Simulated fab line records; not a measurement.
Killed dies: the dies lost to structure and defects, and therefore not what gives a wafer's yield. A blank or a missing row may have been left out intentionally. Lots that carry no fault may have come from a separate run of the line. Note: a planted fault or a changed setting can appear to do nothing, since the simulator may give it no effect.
Chamber matching / flow gf180mcu / GF_SAB_CVD_00 on pecvd-02: 3 sister chambers
The step deposits SiO2 from TEOS, target thk 50 nm, time 4.9302 s. 6 wafers are shown with their chamber, then 12 later ones without.

== WAFERS PAIRED WITH THEIR CHAMBERS ==
wafer=L086.2; chamber=2; heater_power_w (W)=651
wafer=L086.4; chamber=1; heater_power_w (W)=764
wafer=L086.5; chamber=0; heater_power_w (W)=709
wafer=L087.1; chamber=2; heater_power_w (W)=726
wafer=L087.2; chamber=1; heater_power_w (W)=831
wafer=L087.3; chamber=0; heater_power_w (W)=661

== WAFERS WITH NO CHAMBER GIVEN ==
wafer=L088.1; heater_power_w (W)=744
wafer=L088.3; heater_power_w (W)=820
wafer=L088.4; heater_power_w (W)=707
wafer=L092.1; heater_power_w (W)=745
wafer=L092.2; heater_power_w (W)=766
wafer=L092.3; heater_power_w (W)=619
wafer=L092.4; heater_power_w (W)=757
wafer=L092.5; heater_power_w (W)=778
wafer=L092.6; heater_power_w (W)=602
wafer=L094.3; heater_power_w (W)=671
wafer=L094.4; heater_power_w (W)=660
wafer=L094.6; heater_power_w (W)=721

== WHICH CHAMBER EACH WENT THROUGH ==
wafer=L088.1; from the rows above=can't be placed: 1 or 2 or 0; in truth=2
wafer=L088.3; from the rows above=1; in truth=1
wafer=L088.4; from the rows above=can't be placed: 2 or 0 or 1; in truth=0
wafer=L092.1; from the rows above=can't be placed: 1 or 2 or 0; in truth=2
wafer=L092.2; from the rows above=can't be placed: 1 or 2 or 0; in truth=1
wafer=L092.3; from the rows above=can't be placed: 0 or 2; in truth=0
wafer=L092.4; from the rows above=can't be placed: 1 or 2 or 0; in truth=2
wafer=L092.5; from the rows above=can't be placed: 1 or 2 or 0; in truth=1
wafer=L092.6; from the rows above=can't be placed: 0 or 2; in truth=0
wafer=L094.3; from the rows above=can't be placed: 0 or 2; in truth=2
wafer=L094.4; from the rows above=can't be placed: 0 or 2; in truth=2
wafer=L094.6; from the rows above=can't be placed: 2 or 0 or 1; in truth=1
Correct placement for 1 of the 12. Not placeable from these rows: 11 (in 11, the candidates include the true chamber). Wrongly placed: 0.
How it was worked out, from the rows above alone: a wafer's distance from a chamber is the root of the sum, over the readings, of the square of ((its reading less the chamber's mean) divided by the reading's scatter). The wafer belongs to the nearest chamber; if the next one is less than 2 further off, it can't be placed. The mean given for a chamber averages the wafers shown for that chamber. The scatter: the root of (the sum of the squares of (reading less its chamber's mean) over the shown wafers, divided by (wafers less chambers)).
